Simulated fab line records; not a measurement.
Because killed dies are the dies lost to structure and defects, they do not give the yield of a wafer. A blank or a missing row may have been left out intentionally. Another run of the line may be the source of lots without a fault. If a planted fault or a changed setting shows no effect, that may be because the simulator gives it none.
fab line records | flow sky130 | part 1 of 2: steps 1 to 32 of 45
record: lots: 5 | wafers: 15 | last_day: 50
route steps=708 shown FIELD_ISO@25 NWELL@32 DNWELL@35 PWDE@45
lots that met no fault: taken from a fault-free run of the same line
start_h: hours from the record's opening day to when the first of the lot's shown wafers began | wait_h: time in hours since the lot's previous step | " same as the row above | L1.1+2: several wafers, shown together as one row | - no value, or no start given | * or withheld: withheld | < > ~ a bound
route shown NAME@n: NAME is a module with steps in the file, n the number in the route of the first one | usual: mean/standard deviation of fault-free wafers | same: alike in all rows | chamber/n: place in a boat | sites: readings site by site | _std_site: the standard deviation of these | _edge_site: outer sites' mean less inner sites' | radius_mm: how far each site lies from the wafer's centre | mask NAME#n: copy n | behind: tool/chamber where the wafer was last shaped | hold: the reason the lot was held/the length of the hold in hours/how it ended | device: the n, p or np transistor that did not switch | end of line: the route-end tests of the same wafers | a step without rows: its recipe alone | killed: at the first sort, the dies lost to defects and structure; wafer yield is something else | map: per-die view of a wafer (x killed, . not killed, _ where there is no die)
set.NAME: the setting that was run; set.NAME@STEP: the one run at that earlier step | model.NAME: the simulator's own value behind a step, which no gauge read
lots at some steps of the route; a table a step, a row a wafer
services: the hour from which a tool's chamber was out of use, counted from the record's first day as start_h (under 0 if before that day), plus the number of hours and why
== steps ==
step: SKY_FIELD_ISO_CVD_24
recipe: material: SiO2 | target_thk_nm: 595 | temp_c: 650 | sigma_open_frac: 0.3 | time_s: 99.2 | sih4_flow_sccm: 60 | pressure_mtorr: 6
lot.wafer  | tool      | chamber | start_h | wait_h
L074.2+3+6 | hdpcvd-02 | 2,0,2   | 40.97   | 0.0
L078.4+5+6 | hdpcvd-02 | 2,0,1   | 52.90   | 0.1
L080.1+3+4 | hdpcvd-02 | 0,2,0   | 63.39   | 0.1
L084.1+4+5 | hdpcvd-02 | 2,2,0   | 83.52   | 0.1
L091.4+5+6 | hdpcvd-01 | 1,1,0   | 122.14  | 0.1
step: SKY_FIELD_ISO_THK_MEAS_25
recipe: reads: SiO2_of_FIELD_ISO_CVD_24
usual: FIELD_ISO_CVD_24_THK: 594/7.1
lot.wafer | tool          | chamber | start_h | wait_h | FIELD_ISO_CVD_24_THK[nm]
L074.2    | film_metro-03 | -       | 41.06   | 0.0    | 597
L074.3    | "             | -       | "       | "      | 590
L074.6    | "             | -       | "       | "      | 593
L078.4    | film_metro-02 | -       | 52.97   | 0.0    | 585
L078.5    | "             | -       | "       | "      | 589
L078.6    | "             | -       | "       | "      | 596
L080.1    | film_metro-02 | -       | 63.46   | 0.0    | 589
L080.3    | "             | -       | "       | "      | 592
L080.4    | "             | -       | "       | "      | 588
L084.1    | film_metro-03 | -       | 83.59   | 0.0    | 586
L084.4    | "             | -       | "       | "      | 585
L084.5    | "             | -       | "       | "      | 586
L091.4    | film_metro-01 | -       | 122.24  | 0.1    | 592
L091.5    | "             | -       | "       | "      | 587
L091.6    | "             | -       | "       | "      | 589
step: SKY_FIELD_ISO_ANNEAL_26
recipe: temp_c: 1000 | time_s: 1800 | ambient: N2
usual: spike_tc_lower_C: 999.9/0.95 | zone_power_centre_pct: 21.9/2
lot.wafer | tool       | chamber | start_h | wait_h | spike_tc_lower_C | zone_power_centre_pct
L074.2    | furnace-01 | 0       | 42.40   | 1.3    | 1000.5           | 23.9
L074.3    | "          | 0       | "       | "      | 1000.3           | 23.7
L074.6    | "          | 0       | "       | "      | 1000.0           | 23.7
L078.4    | furnace-01 | 0       | 53.00   | 0.0    | 1000.4           | 22.8
L078.5    | "          | 0       | "       | "      | 998.6            | 23.6
L078.6    | "          | 0       | "       | "      | 1000.9           | 23.7
L080.1    | furnace-01 | 0       | 65.93   | 2.5    | 1001.0           | 22.7
L080.3    | "          | 0       | "       | "      | 1000.8           | 23.5
L080.4    | "          | 0       | "       | "      | 999.7            | 23.5
L084.1    | furnace-02 | 0       | 84.72   | 1.1    | 1000.3           | 19.9
L084.4    | "          | 0       | "       | "      | 999.9            | 19.4
L084.5    | "          | 0       | "       | "      | 1000.8           | 19.8
L091.4    | furnace-01 | 0       | 124.78  | 2.5    | 1001.2           | 23.6
L091.5    | "          | 0       | "       | "      | 999.8            | 23.4
L091.6    | "          | 0       | "       | "      | 1000.3           | 23.2
step: SKY_FIELD_ISO_CMP_27
recipe: stop_on: Si3N4 | t_overpolish_s: 16 | down_force_psi: 4 | platen_rpm: 60 | target_thk_nm: 457.8 | pad_velocity_m_s: 0.94248
usual: edge_zone_pressure_frac: 1.000/0.0052 | head_pressure_psi: 3.999/0.0079 | motor_current_A: 13.0/1.6 | overpolish_run_s: 16.001/0.0091 | retaining_ring_pressure_frac: 1.000/0.0051 | slurry_filter_dp_kPa: 13.51/0.14 | slurry_flow_ml_min: 150.0/0.47 | time_to_endpoint_s: 113/3.9
lot.wafer | tool   | chamber | start_h | wait_h | edge_zone_pressure_frac | head_pressure_psi | motor_current_A | overpolish_run_s | retaining_ring_pressure_frac | slurry_filter_dp_kPa | slurry_flow_ml_min | time_to_endpoint_s
L074.2    | cmp-01 | 2       | 43.95   | 0.1    | 0.998                   | 4.009             | 13.5            | 16.008           | 1.004                        | 13.71                | 150.0              | 108
L074.3    | "      | 0       | "       | "      | 0.983                   | 3.994             | 13.0            | 15.990           | 0.995                        | 13.37                | 150.7              | 115
L074.6    | "      | 1       | "       | "      | 1.002                   | 3.999             | 13.0            | 16.006           | 1.000                        | 13.60                | 149.0              | 115
L078.4    | cmp-02 | 2       | 54.65   | 0.1    | 1.001                   | 3.986             | 13.7            | 16.000           | 0.992                        | 13.37                | 150.0              | 109
L078.5    | "      | 3       | "       | "      | 1.008                   | 4.004             | 11.3            | 15.995           | 1.006                        | 13.49                | 150.1              | 110
L078.6    | "      | 0       | "       | "      | 1.000                   | 3.981             | 10.4            | 16.004           | 1.001                        | 13.41                | 149.4              | 114
L080.4    | cmp-02 | 1       | 67.43   | 0.0    | 0.995                   | 3.984             | 13.1            | 16.008           | 1.001                        | 13.16                | 151.0              | 107
L080.1    | "      | 2       | "       | "      | 0.987                   | 3.997             | 14.3            | 15.992           | 0.997                        | 13.74                | 150.5              | 108
L080.3    | "      | 0       | "       | "      | 1.004                   | 3.997             | 10.6            | 16.001           | 0.996                        | 13.54                | 149.8              | 110
L084.4    | cmp-01 | 0       | 86.27   | 0.1    | 1.001                   | 4.000             | 14.1            | 16.002           | 1.000                        | 13.60                | 150.4              | 113
L084.1    | "      | 2       | "       | "      | 1.001                   | 3.999             | 13.5            | 15.992           | 0.997                        | 13.26                | 149.8              | 109
L084.5    | "      | 0       | "       | "      | 1.002                   | 3.999             | 13.3            | 15.996           | 0.999                        | 13.44                | 150.2              | 109
L091.4    | cmp-02 | 0       | 126.43  | 0.1    | 0.996                   | 4.005             | 10.2            | 15.987           | 1.000                        | 13.71                | 150.4              | 116
L091.5    | "      | 1       | "       | "      | 1.001                   | 4.009             | 12.8            | 16.005           | 1.005                        | 13.30                | 149.4              | 110
L091.6    | "      | 2       | "       | "      | 1.005                   | 3.982             | 13.0            | 15.998           | 1.000                        | 13.65                | 150.2              | 108
step: SKY_FIELD_ISO_WET_ETCH_28
recipe: chemistry: dHF | target_depth_nm: 23.7 | target: SiO2 | dilution: 10:1 | temp_c: 25 | time_s: 47
lot.wafer  | tool         | chamber | start_h | wait_h
L074.2+3+6 | wet_bench-03 | 2       | 44.20   | 0.2
L078.4+5+6 | wet_bench-03 | 3       | 54.80   | 0.1
L080.1+3+4 | wet_bench-02 | 1       | 67.73   | 0.2
L084.1+4+5 | wet_bench-01 | 2       | 86.52   | 0.1
L091.4+5+6 | wet_bench-02 | 1       | 126.58  | 0.1
step: SKY_FIELD_ISO_WET_ETCH_29
recipe: chemistry: H3PO4 | target_depth_nm: 160 | target: Si3N4 | temp_c: 160 | time_s: 1825
lot.wafer  | tool         | chamber | start_h | wait_h
L074.2+3+6 | wet_bench-01 | 1       | 44.22   | 0.0
L078.4+5+6 | wet_bench-02 | 0       | 54.82   | 0.0
L080.1+3+4 | wet_bench-01 | 3       | 67.75   | 0.0
L084.1+4+5 | wet_bench-03 | 3       | 86.54   | 0.0
L091.4+5+6 | wet_bench-01 | 2       | 126.60  | 0.0
step: SKY_FIELD_ISO_WET_ETCH_30
recipe: chemistry: dHF | target_depth_nm: 25 | target: SiO2 | dilution: 10:1 | temp_c: 25 | time_s: 50
lot.wafer  | tool         | chamber | start_h | wait_h
L074.2+3+6 | wet_bench-02 | 1       | 45.25   | 0.0
L078.4+5+6 | wet_bench-03 | 0       | 55.33   | 0.0
L080.1+3+4 | wet_bench-03 | 0       | 68.26   | 0.0
L084.1+4+5 | wet_bench-02 | 3       | 87.06   | 0.0
L091.4+5+6 | wet_bench-02 | 1       | 127.12  | 0.0
step: SKY_NWELL_CLEAN_00
recipe: chemistry: SC1/SC2 | mix: 1:4:20 | temp_c: 70 | time_s: 150 | dry: n2_spin
lot.wafer  | tool         | chamber | start_h | wait_h
L074.2+3+6 | wet_bench-03 | 0       | 45.27   | 0.0
L078.4+5+6 | wet_bench-02 | 2       | 55.36   | 0.0
L080.1+3+4 | wet_bench-02 | 0       | 68.29   | 0.0
L084.1+4+5 | wet_bench-01 | 0       | 87.08   | 0.0
L091.4+5+6 | wet_bench-01 | 3       | 127.14  | 0.0
step: SKY_NWELL_OXIDATION_01
recipe: temp_c: 900 | ambient: O2 | stabilise_s: 600 | purge_s: 300 | target_thk_a: 100 | ox_time_s: 1418
usual: ox_temp_c: 900.1/0.41 | spike_tc_lower_C: 899.9/0.96 | zone_power_centre_pct: 17.0/1.6
same: stabilise_s: 600
lot.wafer | tool       | chamber | start_h | wait_h | ox_temp_c | spike_tc_lower_C | zone_power_centre_pct
L074.2    | furnace-02 | 0       | 47.83   | 2.5    | 900.1     | 900.1            | 15.2
L074.3    | "          | 0       | "       | "      | 900.1     | 900.2            | 15.4
L074.6    | "          | 0       | "       | "      | 899.6     | 900.9            | 15.3
L078.4    | furnace-01 | 0       | 55.89   | 0.5    | 899.7     | 899.6            | 18.7
L078.5    | "          | 0       | "       | "      | 899.1     | 898.8            | 18.5
L078.6    | "          | 0       | "       | "      | 900.3     | 899.7            | 18.7
L080.1    | furnace-01 | 0       | 68.94   | 0.6    | 900.6     | 899.8            | 18.6
L080.3    | "          | 0       | "       | "      | 900.8     | 900.1            | 18.5
L080.4    | "          | 0       | "       | "      | 900.7     | 901.4            | 18.6
L084.1    | furnace-02 | 0       | 87.57   | 0.4    | 900.1     | 898.7            | 15.7
L084.4    | "          | 0       | "       | "      | 900.2     | 899.3            | 15.7
L084.5    | "          | 0       | "       | "      | 900.5     | 900.0            | 15.4
L091.4    | furnace-02 | 0       | 128.51  | 1.3    | 900.2     | 898.1            | 15.3
L091.5    | "          | 0       | "       | "      | 900.0     | 900.2            | 15.3
L091.6    | "          | 0       | "       | "      | 900.3     | 900.4            | 15.5
step: SKY_NWELL_THK_MEAS_02
recipe: reads: SiO2_of_NWELL_OXIDATION_01
usual: NWELL_OXIDATION_THK: 9.97/0.23
lot.wafer | tool          | chamber | start_h | wait_h | NWELL_OXIDATION_THK[nm]
L074.2    | film_metro-03 | -       | 49.23   | 0.0    | 10.28
L074.3    | "             | -       | "       | "      | 10.08
L074.6    | "             | -       | "       | "      | 9.99
L078.4    | film_metro-01 | -       | 57.31   | 0.0    | 10.00
L078.5    | "             | -       | "       | "      | 10.09
L078.6    | "             | -       | "       | "      | 9.92
L080.1    | film_metro-01 | -       | 70.33   | 0.0    | 10.08
L080.3    | "             | -       | "       | "      | 9.84
L080.4    | "             | -       | "       | "      | 9.97
L084.1    | film_metro-04 | -       | 88.96   | 0.0    | 10.22
L084.4    | "             | -       | "       | "      | 10.29
L084.5    | "             | -       | "       | "      | 10.23
L091.4    | film_metro-01 | -       | 129.94  | 0.0    | 9.65
L091.5    | "             | -       | "       | "      | 9.85
L091.6    | "             | -       | "       | "      | 9.85
step: SKY_DNWELL_DEHYDRATE_00
recipe: temp_c: 200 | time_s: 60
lot.wafer  | tool           | chamber | start_h | wait_h
L074.2+3+6 | litho_track-04 | 0       | 56.89   | 7.6
L078.4+5+6 | litho_track-04 | 0       | 65.34   | 8.0
L080.1+3+4 | litho_track-02 | 0       | 78.05   | 7.7
L084.1+4+5 | litho_track-02 | 0       | 98.15   | 9.2
L091.4+5+6 | litho_track-03 | 0       | 139.75  | 9.8
step: SKY_DNWELL_HMDS_01
recipe: prime_time_s: 60 | prime_temp_c: 120
lot.wafer  | tool           | chamber | start_h | wait_h
L074.2+3+6 | litho_track-04 | 0       | 57.04   | 0.1
L078.4+5+6 | litho_track-04 | 0       | 65.49   | 0.1
L080.1+3+4 | litho_track-02 | 0       | 78.20   | 0.1
L084.1+4+5 | litho_track-02 | 0       | 98.30   | 0.1
L091.4+5+6 | litho_track-03 | 0       | 139.90  | 0.1
step: SKY_DNWELL_COAT_02
recipe: spin_rpm: 2000 | resist_thk_nm: 3000
lot.wafer  | tool           | chamber | start_h | wait_h
L074.2+3+6 | litho_track-04 | 0       | 57.19   | 0.1
L078.4+5+6 | litho_track-04 | 0       | 65.64   | 0.1
L080.1+3+4 | litho_track-02 | 0       | 78.35   | 0.1
L084.1+4+5 | litho_track-02 | 0       | 98.45   | 0.1
L091.4+5+6 | litho_track-03 | 0       | 140.05  | 0.1
step: SKY_DNWELL_SOFTBAKE_03
recipe: temp_c: 110 | time_s: withheld
lot.wafer  | tool           | chamber | start_h | wait_h
L074.2+3+6 | litho_track-04 | 0       | 57.35   | 0.1
L078.4+5+6 | litho_track-04 | 0       | 65.82   | 0.1
L080.1+3+4 | litho_track-02 | 0       | 78.50   | 0.1
L084.1+4+5 | litho_track-02 | 0       | 98.60   | 0.1
L091.4+5+6 | litho_track-03 | 0       | 140.23  | 0.1
step: SKY_DNWELL_EXPOSE_04
recipe: mask_id: DNM | na: 0.57 | target_cd_nm: 3000 | dose_mj: 222
usual: stage_vel_mm_s: 500.00/0.26
lot.wafer | tool             | chamber | start_h | wait_h | mask  | stage_vel_mm_s
L074.2    | iline_stepper-01 | 0       | -       | -      | DNM#0 | 500.03
L074.3    | "                | 0       | "       | "      | DNM#0 | 500.18
L074.6    | "                | 0       | "       | "      | DNM#0 | 500.32
L078.4    | iline_stepper-01 | 0       | -       | -      | DNM#0 | 499.88
L078.5    | "                | 0       | "       | "      | DNM#0 | 499.77
L078.6    | "                | 0       | "       | "      | DNM#0 | 499.85
L080.1    | iline_stepper-02 | 0       | -       | -      | DNM#0 | 499.92
L080.3    | "                | 0       | "       | "      | DNM#0 | 500.40
L080.4    | "                | 0       | "       | "      | DNM#0 | 500.04
L084.1    | iline_stepper-02 | 0       | -       | -      | DNM#0 | 500.22
L084.4    | "                | 0       | "       | "      | DNM#0 | 499.64
L084.5    | "                | 0       | "       | "      | DNM#0 | 499.99
L091.4    | iline_stepper-01 | 0       | -       | -      | DNM#0 | 500.07
L091.5    | "                | 0       | "       | "      | DNM#0 | 499.70
L091.6    | "                | 0       | "       | "      | DNM#0 | 499.80
step: SKY_DNWELL_PEB_05
recipe: temp_c: 115 | time_s: withheld
lot.wafer  | tool           | chamber | start_h | wait_h
L074.2+3+6 | litho_track-02 | 0       | -       | -
L078.4+5+6 | litho_track-02 | 0       | -       | -
L080.1+3+4 | litho_track-03 | 0       | -       | -
L084.1+4+5 | litho_track-02 | 0       | -       | -
L091.4+5+6 | litho_track-04 | 0       | -       | -
step: SKY_DNWELL_DEVELOP_06
recipe: wall_angle_deg: 90 | developer: TMAH | develop_time_s: 60 | dev_temp_c: 23
lot.wafer  | tool           | chamber | start_h | wait_h
L074.2+3+6 | litho_track-02 | 0       | -       | -
L078.4+5+6 | litho_track-02 | 0       | -       | -
L080.1+3+4 | litho_track-03 | 0       | -       | -
L084.1+4+5 | litho_track-02 | 0       | -       | -
L091.4+5+6 | litho_track-04 | 0       | -       | -
step: SKY_DNWELL_IMPLANT_07
recipe: species: P | energy_kev: withheld | dose_cm2: withheld | tilt_deg: withheld
lot.wafer  | tool         | chamber | start_h | wait_h
L074.2+3+6 | implanter-01 | 0       | 65.92   | -
L078.4+5+6 | implanter-01 | 0       | 73.67   | -
L080.1+3+4 | implanter-01 | 0       | 86.68   | -
L084.1+4+5 | implanter-03 | 0       | 107.50  | -
L091.4+5+6 | implanter-01 | 0       | 150.24  | -
step: SKY_DNWELL_STRIP_08
recipe: chemistry: O2/N2 | power_w: 1400 | pressure_mtorr: 1500 | platen_temp_c: withheld | o2_flow_sccm: 3000 | n2_flow_sccm: 300 | overash_fraction: 0.5
usual: chamber_pressure_mTorr: 1500.2/1.4 | drypump_motor_current_A: 6.0/0.48 | oes_product_au: 0.723/0.005 | strip_time_to_endpoint_s: 36.90/0.088
lot.wafer | tool            | chamber | start_h | wait_h | chamber_pressure_mTorr | drypump_motor_current_A | oes_product_au | rf_hours_counter_h | strip_time_to_endpoint_s
L074.2    | plasma_asher-04 | 0       | 66.05   | 0.1    | 1500.6                 | 5.5                     | 0.716          | 38                 | 37.03
L074.3    | "               | 1       | "       | "      | 1498.5                 | 5.6                     | 0.723          | -                  | 36.97
L074.6    | "               | 0       | "       | "      | 1499.5                 | 5.5                     | 0.736          | -                  | 37.01
L078.4    | plasma_asher-03 | 1       | 73.78   | 0.1    | 1501.5                 | 6.4                     | 0.719          | -                  | 36.99
L078.5    | "               | 1       | "       | "      | 1499.5                 | 6.4                     | 0.727          | -                  | 36.98
L078.6    | "               | 0       | "       | "      | 1499.1                 | 5.3                     | 0.721          | -                  | 36.98
L080.1    | plasma_asher-03 | 0       | 86.83   | 0.1    | 1501.8                 | 5.4                     | 0.730          | 27                 | 36.91
L080.3    | "               | 0       | "       | "      | 1501.7                 | 5.3                     | 0.718          | -                  | 36.94
L080.4    | "               | 1       | "       | "      | 1500.4                 | 6.4                     | 0.723          | -                  | 36.90
L084.1    | plasma_asher-04 | 1       | 107.65  | 0.1    | 1501.7                 | 5.6                     | 0.726          | 42                 | 36.93
L084.4    | "               | 0       | "       | "      | 1502.0                 | 5.5                     | 0.712          | -                  | 37.04
L084.5    | "               | 0       | "       | "      | 1500.9                 | 5.5                     | 0.723          | -                  | 36.90
L091.4    | plasma_asher-01 | 1       | 150.35  | 0.1    | 1501.6                 | 6.5                     | 0.720          | -                  | 37.10
L091.5    | "               | 1       | "       | "      | 1500.4                 | 6.5                     | 0.720          | -                  | 36.99
L091.6    | "               | 0       | "       | "      | 1500.4                 | 6.4                     | 0.726          | -                  | 37.03
step: SKY_DNWELL_TW_MEAS_09
usual: DNWELL_TW: 1114/15
lot.wafer | tool          | chamber | start_h | wait_h | DNWELL_TW
L074.2    | film_metro-03 | -       | 66.16   | 0.1    | 1120
L074.3    | "             | -       | "       | "      | 1120
L074.6    | "             | -       | "       | "      | 1112
L078.4    | film_metro-04 | -       | 73.88   | 0.1    | 1116
L078.5    | "             | -       | "       | "      | 1114
L078.6    | "             | -       | "       | "      | 1117
L080.1    | film_metro-04 | -       | 86.93   | 0.1    | 1121
L080.3    | "             | -       | "       | "      | 1117
L080.4    | "             | -       | "       | "      | 1123
L084.1    | film_metro-01 | -       | 107.75  | 0.1    | 1093
L084.4    | "             | -       | "       | "      | 1085
L084.5    | "             | -       | "       | "      | 1090
L091.4    | film_metro-01 | -       | 150.45  | 0.1    | 1079
L091.5    | "             | -       | "       | "      | 1080
L091.6    | "             | -       | "       | "      | 1078
step: SKY_PWDE_DEHYDRATE_00
recipe: temp_c: 200 | time_s: 60
lot.wafer  | tool           | chamber | start_h | wait_h
L074.2+3+6 | litho_track-04 | 0       | 73.59   | 7.4
L078.4+5+6 | litho_track-02 | 0       | 81.62   | 7.7
L080.1+3+4 | litho_track-02 | 0       | 96.20   | 9.3
L084.1+4+5 | litho_track-01 | 0       | 117.44  | 9.7
L091.4+5+6 | litho_track-04 | 0       | 161.24  | 10.8
step: SKY_PWDE_HMDS_01
recipe: prime_time_s: 60 | prime_temp_c: 120
lot.wafer  | tool           | chamber | start_h | wait_h
L074.2+3+6 | litho_track-04 | 0       | 73.74   | 0.1
L078.4+5+6 | litho_track-02 | 0       | 81.77   | 0.1
L080.1+3+4 | litho_track-02 | 0       | 96.35   | 0.1
L084.1+4+5 | litho_track-01 | 0       | 117.59  | 0.1
L091.4+5+6 | litho_track-04 | 0       | 161.39  | 0.1
step: SKY_PWDE_COAT_02
recipe: spin_rpm: 2000 | resist_thk_nm: 3000
lot.wafer  | tool           | chamber | start_h | wait_h
L074.2+3+6 | litho_track-04 | 0       | 73.89   | 0.1
L078.4+5+6 | litho_track-02 | 0       | 81.92   | 0.1
L080.1+3+4 | litho_track-02 | 0       | 96.50   | 0.1
L084.1+4+5 | litho_track-01 | 0       | 117.74  | 0.1
L091.4+5+6 | litho_track-04 | 0       | 161.54  | 0.1
step: SKY_PWDE_SOFTBAKE_03
recipe: temp_c: 110 | time_s: withheld
lot.wafer  | tool           | chamber | start_h | wait_h
L074.2+3+6 | litho_track-04 | 0       | 74.05   | 0.1
L078.4+5+6 | litho_track-02 | 0       | 82.10   | 0.1
L080.1+3+4 | litho_track-02 | 0       | 96.65   | 0.1
L084.1+4+5 | litho_track-01 | 0       | 117.89  | 0.1
L091.4+5+6 | litho_track-04 | 0       | 161.72  | 0.1
step: SKY_PWDE_EXPOSE_04
recipe: mask_id: PWDEM | na: 0.6 | source_shape: conventional | sigma_outer: 0.6 | polarization: unpolarized | target_cd_nm: 840 | dose_mj: 214
usual: stage_vel_mm_s: 500.09/0.26
same: sigma_outer: 0.6
lot.wafer | tool             | chamber | start_h | wait_h | mask    | stage_vel_mm_s
L074.2    | iline_stepper-02 | 0       | -       | -      | PWDEM#0 | 499.84
L074.3    | "                | 0       | "       | "      | PWDEM#0 | 500.06
L074.6    | "                | 0       | "       | "      | PWDEM#0 | 500.09
L078.4    | iline_stepper-01 | 0       | -       | -      | PWDEM#0 | 500.05
L078.5    | "                | 0       | "       | "      | PWDEM#0 | 500.18
L078.6    | "                | 0       | "       | "      | PWDEM#0 | 500.28
L080.1    | iline_stepper-02 | 0       | -       | -      | PWDEM#0 | 500.28
L080.3    | "                | 0       | "       | "      | PWDEM#0 | 500.11
L080.4    | "                | 0       | "       | "      | PWDEM#0 | 499.86
L084.1    | iline_stepper-01 | 0       | -       | -      | PWDEM#0 | 499.68
L084.4    | "                | 0       | "       | "      | PWDEM#0 | 499.65
L084.5    | "                | 0       | "       | "      | PWDEM#0 | 499.63
L091.4    | iline_stepper-01 | 0       | -       | -      | PWDEM#0 | 500.44
L091.5    | "                | 0       | "       | "      | PWDEM#0 | 500.19
L091.6    | "                | 0       | "       | "      | PWDEM#0 | 500.52
step: SKY_PWDE_PEB_05
recipe: temp_c: 115 | time_s: withheld
lot.wafer  | tool           | chamber | start_h | wait_h
L074.2+3+6 | litho_track-04 | 0       | -       | -
L078.4+5+6 | litho_track-04 | 0       | -       | -
L080.1+3+4 | litho_track-04 | 0       | -       | -
L084.1+4+5 | litho_track-02 | 0       | -       | -
L091.4+5+6 | litho_track-01 | 0       | -       | -
step: SKY_PWDE_DEVELOP_06
recipe: wall_angle_deg: 90 | developer: TMAH | develop_time_s: 60 | dev_temp_c: 23
lot.wafer  | tool           | chamber | start_h | wait_h
L074.2+3+6 | litho_track-04 | 0       | -       | -
L078.4+5+6 | litho_track-04 | 0       | -       | -
L080.1+3+4 | litho_track-04 | 0       | -       | -
L084.1+4+5 | litho_track-02 | 0       | -       | -
L091.4+5+6 | litho_track-01 | 0       | -       | -
step: SKY_PWDE_OVL_MEAS_07
usual: PWDE_OVL: 0.3/1.1
lot.wafer | tool       | chamber | start_h | wait_h | PWDE_OVL[nm]
L074.2    | overlay-02 | -       | 82.82   | -      | 0.5
L074.3    | "          | -       | "       | "      | 1.5
L074.6    | "          | -       | "       | "      | 0.1
L078.4    | overlay-02 | -       | 91.28   | -      | -0.7
L078.5    | "          | -       | "       | "      | -0.2
L078.6    | "          | -       | "       | "      | -1.4
L080.1    | overlay-01 | -       | 105.32  | -      | -1.3
L080.3    | "          | -       | "       | "      | 1.8
L080.4    | "          | -       | "       | "      | -0.3
L084.1    | overlay-02 | -       | 126.20  | -      | -0.3
L084.4    | "          | -       | "       | "      | 0.3
L084.5    | "          | -       | "       | "      | -0.4
L091.4    | overlay-02 | -       | 170.91  | -      | -0.1
L091.5    | "          | -       | "       | "      | -1.1
L091.6    | "          | -       | "       | "      | -1.2
step: SKY_PWDE_IMPLANT_08
recipe: species: B | energy_kev: 150 | dose_cm2: 3.6e+12 | tilt_deg: withheld
lot.wafer  | tool         | chamber | start_h | wait_h
L074.2+3+6 | implanter-04 | 0       | 82.88   | 0.0
L078.4+5+6 | implanter-01 | 0       | 91.38   | 0.1
L080.1+3+4 | implanter-03 | 0       | 105.35  | 0.0
L084.1+4+5 | implanter-03 | 0       | 126.23  | 0.0
L091.4+5+6 | implanter-04 | 0       | 171.00  | 0.1
step: SKY_PWDE_STRIP_09
recipe: chemistry: O2/N2 | power_w: 1400 | pressure_mtorr: 1500 | platen_temp_c: withheld | o2_flow_sccm: 3000 | n2_flow_sccm: 300 | overash_fraction: 0.5
usual: chamber_pressure_mTorr: 1499.8/2.2 | drypump_motor_current_A: 5.6/0.37 | oes_product_au: 0.722/0.0047 | strip_time_to_endpoint_s: 36.92/0.11
lot.wafer | tool            | chamber | start_h | wait_h | chamber_pressure_mTorr | drypump_motor_current_A | oes_product_au | rf_hours_counter_h | strip_time_to_endpoint_s
L074.2    | plasma_asher-03 | 0       | 83.00   | 0.1    | 1503.4                 | 5.3                     | 0.716          | 27                 | 36.97
L074.3    | "               | 0       | "       | "      | 1500.9                 | 5.3                     | 0.719          | -                  | 37.11
L074.6    | "               | 1       | "       | "      | 1502.4                 | 6.4                     | 0.728          | -                  | 37.13
L078.4    | plasma_asher-02 | 1       | 91.49   | 0.1    | 1498.0                 | 5.4                     | 0.728          | -                  | 36.95
L078.5    | "               | 1       | "       | "      | 1499.1                 | 5.4                     | 0.716          | -                  | 36.93
L078.6    | "               | 0       | "       | "      | 1499.9                 | 5.4                     | 0.727          | -                  | 36.95
L080.1    | plasma_asher-03 | 0       | 105.50  | 0.1    | 1499.6                 | 5.4                     | 0.719          | 29                 | 36.74
L080.3    | "               | 1       | "       | "      | 1501.8                 | 6.4                     | 0.725          | -                  | 36.83
L080.4    | "               | 0       | "       | "      | 1499.1                 | 5.3                     | 0.727          | -                  | 36.85
L084.1    | plasma_asher-04 | 1       | 126.38  | 0.1    | 1498.2                 | 5.6                     | 0.715          | 44                 | 36.96
L084.4    | "               | 1       | "       | "      | 1501.2                 | 5.6                     | 0.715          | -                  | 36.94
L084.5    | "               | 1       | "       | "      | 1499.6                 | 5.6                     | 0.720          | -                  | 36.96
L091.4    | plasma_asher-02 | 1       | 171.11  | 0.1    | 1499.4                 | 5.4                     | 0.729          | -                  | 36.85
L091.5    | "               | 0       | "       | "      | 1500.0                 | 5.4                     | 0.727          | -                  | 36.92
L091.6    | "               | 1       | "       | "      | 1500.9                 | 5.4                     | 0.720          | -                  | 36.91
step: SKY_PWDE_TW_MEAS_10
usual: PWDE_TW: 374/4.7
lot.wafer | tool          | chamber | start_h | wait_h | PWDE_TW
L074.2    | film_metro-03 | -       | 83.11   | 0.1    | 377
L074.3    | "             | -       | "       | "      | 377
L074.6    | "             | -       | "       | "      | 375
L078.4    | film_metro-04 | -       | 91.58   | 0.1    | 378
L078.5    | "             | -       | "       | "      | 379
L078.6    | "             | -       | "       | "      | 375
L080.1    | film_metro-01 | -       | 105.60  | 0.1    | 365
L080.3    | "             | -       | "       | "      | 365
L080.4    | "             | -       | "       | "      | 366
L084.1    | film_metro-04 | -       | 126.48  | 0.1    | 376
L084.4    | "             | -       | "       | "      | 377
L084.5    | "             | -       | "       | "      | 379
L091.4    | film_metro-03 | -       | 171.21  | 0.1    | 380
L091.5    | "             | -       | "       | "      | 379
L091.6    | "             | -       | "       | "      | 376
step: SKY_NWELL_DEHYDRATE_03
recipe: temp_c: 200 | time_s: 60
lot.wafer  | tool           | chamber | start_h | wait_h
L074.2+3+6 | litho_track-03 | 0       | 91.55   | 8.4
L078.4+5+6 | litho_track-03 | 0       | 100.15  | 8.6
L080.1+3+4 | litho_track-02 | 0       | 114.50  | 8.9
L084.1+4+5 | litho_track-03 | 0       | 135.98  | 9.5
L091.4+5+6 | litho_track-01 | 0       | 182.41  | 11.2
